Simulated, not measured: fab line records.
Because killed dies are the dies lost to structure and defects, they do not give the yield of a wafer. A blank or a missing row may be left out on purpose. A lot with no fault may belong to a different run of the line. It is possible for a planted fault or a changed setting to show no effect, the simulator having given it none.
Chamber matching || flow sky130 || 4 sister chambers for SKY_LI_CONTACT_CMP_24 on cmp-01
The step polishes, stops on PSG, t overpolish 20 s, target thk 0 nm. 15 wafers are shown with their chamber, then 7 later ones without.

## WAFERS, EACH WITH ITS CHAMBER
{"wafer": "L103.3", "chamber": 0, "motor-current-A (A)": 10.8, "overpolish-run-s (s)": 20.006, "time-to-endpoint-s (s)": 98}
{"wafer": "L103.4", "chamber": 1, "motor-current-A (A)": 13.6, "overpolish-run-s (s)": 20.010, "time-to-endpoint-s (s)": 101}
{"wafer": "L103.6", "chamber": 1, "motor-current-A (A)": 13.4, "overpolish-run-s (s)": 19.991, "time-to-endpoint-s (s)": 103}
{"wafer": "L105.2", "chamber": 0, "motor-current-A (A)": 10.7, "overpolish-run-s (s)": 20.013, "time-to-endpoint-s (s)": 98}
{"wafer": "L105.3", "chamber": 1, "motor-current-A (A)": 13.2, "overpolish-run-s (s)": 20.004, "time-to-endpoint-s (s)": 97}
{"wafer": "L105.4", "chamber": 3, "motor-current-A (A)": 13.7, "overpolish-run-s (s)": 20.008, "time-to-endpoint-s (s)": 97}
{"wafer": "L108.2", "chamber": 3, "motor-current-A (A)": 14.2, "overpolish-run-s (s)": 19.998, "time-to-endpoint-s (s)": 98}
{"wafer": "L108.5", "chamber": 2, "motor-current-A (A)": 13.6, "overpolish-run-s (s)": 20.006, "time-to-endpoint-s (s)": 98}
{"wafer": "L108.6", "chamber": 3, "motor-current-A (A)": 13.4, "overpolish-run-s (s)": 20.017, "time-to-endpoint-s (s)": 99}
{"wafer": "L110.2", "chamber": 0, "motor-current-A (A)": 10.3, "overpolish-run-s (s)": 20.028, "time-to-endpoint-s (s)": 106}
{"wafer": "L110.3", "chamber": 2, "motor-current-A (A)": 12.9, "overpolish-run-s (s)": 20.000, "time-to-endpoint-s (s)": 106}
{"wafer": "L110.5", "chamber": 1, "motor-current-A (A)": 13.4, "overpolish-run-s (s)": 19.992, "time-to-endpoint-s (s)": 100}
{"wafer": "L109.3", "chamber": 1, "motor-current-A (A)": 13.5, "overpolish-run-s (s)": 20.006, "time-to-endpoint-s (s)": 99}
{"wafer": "L109.4", "chamber": 2, "motor-current-A (A)": 12.3, "overpolish-run-s (s)": 20.011, "time-to-endpoint-s (s)": 99}
{"wafer": "L109.6", "chamber": 1, "motor-current-A (A)": 12.8, "overpolish-run-s (s)": 19.983, "time-to-endpoint-s (s)": 98}

SIGNATURES, as means of the wafers listed above
{"reading": "motor-current-A", "chamber 0": 10.600, "chamber 1": 13.317, "chamber 2": 12.933, "chamber 3": 13.767, "scatter within a chamber": 0.396}
{"reading": "overpolish-run-s", "chamber 0": 20.01567, "chamber 1": 19.99767, "chamber 2": 20.00567, "chamber 3": 20.00767, "scatter within a chamber": 0.00976}
{"reading": "time-to-endpoint-s", "chamber 0": 100.67, "chamber 1": 99.67, "chamber 2": 101.00, "chamber 3": 98.00, "scatter within a chamber": 3.1}
Rule: distance of a wafer from a chamber = root of the sum over the readings of ((wafer's reading minus chamber's mean) / reading's scatter) squared. The wafer belongs to the nearest chamber; if the next one is less than 2 further off, it can't be placed. The scatter: the root of (the sum of the squares of (reading less its chamber's mean) over the shown wafers, divided by (wafers less chambers)).

## WAFERS WITH NO CHAMBER GIVEN
{"wafer": "L112.2", "motor-current-A (A)": 12.5, "overpolish-run-s (s)": 19.993, "time-to-endpoint-s (s)": 102}
{"wafer": "L112.3", "motor-current-A (A)": 13.6, "overpolish-run-s (s)": 20.001, "time-to-endpoint-s (s)": 104}
{"wafer": "L112.4", "motor-current-A (A)": 10.7, "overpolish-run-s (s)": 20.009, "time-to-endpoint-s (s)": 101}
{"wafer": "L119.3", "motor-current-A (A)": 13.2, "overpolish-run-s (s)": 19.997, "time-to-endpoint-s (s)": 97}
{"wafer": "L119.6", "motor-current-A (A)": 10.3, "overpolish-run-s (s)": 20.008, "time-to-endpoint-s (s)": 98}
{"wafer": "L121.3", "motor-current-A (A)": 13.7, "overpolish-run-s (s)": 19.982, "time-to-endpoint-s (s)": 100}
{"wafer": "L121.5", "motor-current-A (A)": 13.3, "overpolish-run-s (s)": 20.011, "time-to-endpoint-s (s)": 99}

## THE CHAMBER EACH PASSED THROUGH
{"wafer": "L112.2", "from the rows above": "can't be placed: 2 or 1", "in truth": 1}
{"wafer": "L112.3", "from the rows above": "can't be placed: 1 or 2 or 3", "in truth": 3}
{"wafer": "L112.4", "from the rows above": 0, "in truth": 0}
{"wafer": "L119.3", "from the rows above": "can't be placed: 1 or 2 or 3", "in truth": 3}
{"wafer": "L119.6", "from the rows above": 0, "in truth": 0}
{"wafer": "L121.3", "from the rows above": "can't be placed: 1 or 3 or 2", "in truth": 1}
{"wafer": "L121.5", "from the rows above": "can't be placed: 2 or 3 or 1", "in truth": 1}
Correctly placed: 2 of 7. Cannot be placed on the basis of these rows: 5; the candidates contain the true chamber in 5. Number placed wrongly: 0.
